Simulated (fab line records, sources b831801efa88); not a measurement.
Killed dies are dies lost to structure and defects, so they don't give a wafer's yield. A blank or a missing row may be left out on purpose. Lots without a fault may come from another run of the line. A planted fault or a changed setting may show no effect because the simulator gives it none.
One fault seen from 2 desks | flow gf180mcu | each desk has only its own numbers; what lay behind them comes last

THE TOOL OWNER'S DESK: implanter-01
The tool's own readings at GF_HV_LDD_IMPLANT_09: means of the sampled wafers that have a number, for each lot that ran on this tool. A lot is out of limits, marked OUT, if its mean lies more than 4 standard deviations from the usual mean; the brackets give that distance.
Columns: A = beam_on_s at GF_HV_LDD_IMPLANT_09, usual 9.99 s; B = faraday_current_uA at GF_HV_LDD_IMPLANT_09, usual 564
lot  | first seen here | A               | B
L794 | day 10 11:08    | 10.05           | 560
L796 | day 10 23:43    | 9.97            | 564
L799 | day 11 11:47    | 8.47 (-8.0) OUT | 665 (+9.2) OUT
L801 | day 12 02:57    | 8.45 (-8.1) OUT | 665 (+9.2) OUT
L802 | day 12 13:50    | 8.31 (-8.8) OUT | 678 (+10) OUT
This desk's finding: out of limits on L799, L801, L802; first on L799, day 11 11:47 (beam_on_s at GF_HV_LDD_IMPLANT_09). In limits: L794, L796.

THE METROLOGY DESK
What the gauges read, lot by lot, whatever tool the lot ran on: means of the sampled wafers that have a number. A lot is out of limits, marked OUT, if its mean lies more than 4 standard deviations from the usual mean; the brackets give that distance.
Columns: A = HV_LDD_TW at GF_HV_LDD_TW_MEAS_11, usual 2424; B = HV_LDD_RS at GF_HV_LDD_RS_MEAS_53, usual 417.9 ohm/sq; C = V3_OVL at GF_V3_OVL_MEAS_15, usual 1 nm
lot  | first seen here | A               | B               | C
L794 | day 10 11:22    | 2341            | 418.3           | -3
L796 | day 10 23:57    | 2427            | 418.5           | -6
L799 | day 11 12:00    | 2310            | 450.4 (+25) OUT | -4
L801 | day 12 03:11    | 2243            | 449.5 (+24) OUT | -1
L802 | day 12 14:03    | 2238 (-4.0) OUT | 451.6 (+26) OUT | 3
L807 | day 14 06:26    | 2438            | 416.2           | -1
L808 | day 14 10:59    | 2450            | 417.8           | -6
L809 | day 14 13:50    | 2457            | 418.8           | 10
L810 | day 14 18:15    | 2431            | 418.1           | 7
L812 | day 15 11:39    | 2462            | 418.3           | -5
L814 | day 16 05:00    | 2432            | 418.6           | 1
L815 | day 16 12:29    | 2460            | 417.9           | -5
L817 | day 17 02:30    | 2467            | 420.9           | -3
This desk's finding: out of limits on L799, L801, L802; first on L802, day 12 14:03 (HV_LDD_TW at GF_HV_LDD_TW_MEAS_11). In limits: L794, L796, L807, L808, L809, L810, L812, L814, L815, L817.

PUT TOGETHER
The tool owner's desk could have raised an alarm at day 11 11:47, on L799, L801, L802.
The metrology desk could have raised an alarm at day 12 14:03, on L799, L801, L802.
Of the lots named, all ran GF_HV_LDD_IMPLANT_09 on implanter-01.

WHAT THE SIMULATOR HAD PUT IN
Process parameter drift: implanter-01, from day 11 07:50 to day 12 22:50, at GF_HV_LDD_IMPLANT_09. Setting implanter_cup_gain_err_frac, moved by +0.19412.
Lots struck among those shown: L799, L801, L802.
Hours from the fault's start to each desk's first reading out of limits: the tool owner's desk, 4; the metrology desk, 30.
